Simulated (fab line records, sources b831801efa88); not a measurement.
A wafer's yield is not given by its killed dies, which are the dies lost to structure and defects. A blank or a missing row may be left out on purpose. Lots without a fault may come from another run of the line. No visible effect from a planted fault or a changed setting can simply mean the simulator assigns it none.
A single fault, viewed from 2 desks || flow sky130 || each desk holds nothing but its own numbers, with what lay behind them at the end

FROM THE METROLOGY DESK
Lot by lot, what the gauges showed, no matter which tool ran the lot: averages of those sampled wafers that carry a number. A lot is out of limits, marked OUT, if its mean lies more than 4 standard deviations from the usual mean; the brackets give that distance.
Columns: A = SONOS_TUNNEL_OVL at SKY_SONOS_TUNNEL_OVL_MEAS_08, usual 0.3 nm; B = SONOS_TUNNEL_TW at SKY_SONOS_TUNNEL_TW_MEAS_12, usual 197.5; C = POLY_GATE_CVD_03_THK at SKY_POLY_GATE_THK_MEAS_04, usual 75.2 nm
{"lot": "L407", "first seen here": "day 11 12:11", "A": 2.0, "B": 197.4, "C": 74.6}
{"lot": "L408", "first seen here": "day 11 18:26", "A": 2.2, "B": 195.0, "C": 75.3}
{"lot": "L409", "first seen here": "day 11 23:34", "A": -0.1, "B": 198.7, "C": 75.0}
{"lot": "L411", "first seen here": "day 12 18:14", "A": -1.6, "B": 199.0, "C": 74.4}
{"lot": "L412", "first seen here": "day 12 22:52", "A": -0.9, "B": 197.2, "C": 75.3}
{"lot": "L413", "first seen here": "day 13 07:47", "A": -0.9, "B": 198.5, "C": "39.2 (-51) OUT"}
{"lot": "L414", "first seen here": "day 13 16:56", "A": -1.8, "B": 193.7, "C": "39.3 (-51) OUT"}
{"lot": "L422", "first seen here": "day 16 12:29", "A": -0.2, "B": 197.0, "C": 75.8}
{"lot": "L423", "first seen here": "day 17 01:41", "A": -0.9, "B": 198.3, "C": 75.0}
{"lot": "L424", "first seen here": "day 17 06:40", "A": -2.1, "B": 198.6, "C": 75.3}
{"lot": "L426", "first seen here": "day 17 18:18", "A": 0.3, "B": 198.6, "C": 76.4}
{"lot": "L427", "first seen here": "day 18 03:38", "A": -0.8, "B": 199.2, "C": 74.4}
{"lot": "L428", "first seen here": "day 19 01:15", "A": 2.3, "B": 194.4, "C": 74.1}
{"lot": "L430", "first seen here": "day 19 06:08", "A": 2.7, "B": 197.1, "C": 76.2}
Finding of this desk: L413, L414 out of limits, first seen on L413 at day 17 08:12 (POLY_GATE_CVD_03_THK at SKY_POLY_GATE_THK_MEAS_04). In limits: L407, L408, L409, L411, L412, L422, L423, L424, L426, L427, L428, L430.

DESK OF THE TOOL OWNER: lpcvd-02
The tool's own readings at SKY_POLY_GATE_CVD_03 (deposits Si3N4 from DCS/NH3, target thk 75 nm, time 1290 s): means of the sampled wafers that have a number, for each lot that ran on this tool. A lot is out of limits, marked OUT, if its mean lies more than 4 standard deviations from the usual mean; the brackets give that distance.
Columns: A = spike tc bottom C at SKY_POLY_GATE_CVD_03, usual 788.7 C
{"lot": "L407", "first seen here": "day 15 05:53", "A": 789.0}
{"lot": "L408", "first seen here": "day 15 14:44", "A": 789.4}
{"lot": "L409", "first seen here": "day 15 19:05", "A": 787.6}
{"lot": "L411", "first seen here": "day 16 18:47", "A": 788.5}
{"lot": "L412", "first seen here": "day 16 20:08", "A": 788.9}
{"lot": "L413", "first seen here": "day 17 06:50", "A": 788.3}
{"lot": "L414", "first seen here": "day 17 17:16", "A": 788.5}
{"lot": "L422", "first seen here": "day 20 17:41", "A": 789.1}
{"lot": "L423", "first seen here": "day 21 09:49", "A": 788.5}
{"lot": "L424", "first seen here": "day 21 14:39", "A": 788.8}
{"lot": "L426", "first seen here": "day 22 01:26", "A": 788.3}
{"lot": "L427", "first seen here": "day 22 14:17", "A": 787.9}
{"lot": "L428", "first seen here": "day 23 14:40", "A": 788.0}
{"lot": "L430", "first seen here": "day 23 14:40", "A": 789.0}
Result from this desk: across the 14 lots, nothing is out of limits.

PUT TOGETHER
An alarm was possible from the metrology desk at day 17 08:12, on L413, L414.
The tool owner's desk saw nothing out of limits.
The tool owner's desk has L413, L414 on record, within its limits.
The lots listed all ran SKY_POLY_GATE_CVD_03 on lpcvd-02.

WHAT THE SIMULATOR PUT IN
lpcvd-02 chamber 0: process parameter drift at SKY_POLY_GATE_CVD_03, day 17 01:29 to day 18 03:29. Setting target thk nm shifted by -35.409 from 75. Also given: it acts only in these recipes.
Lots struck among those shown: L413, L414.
Per desk, hours elapsed from the start of the fault to the first reading out of limits: for the metrology desk, 7.
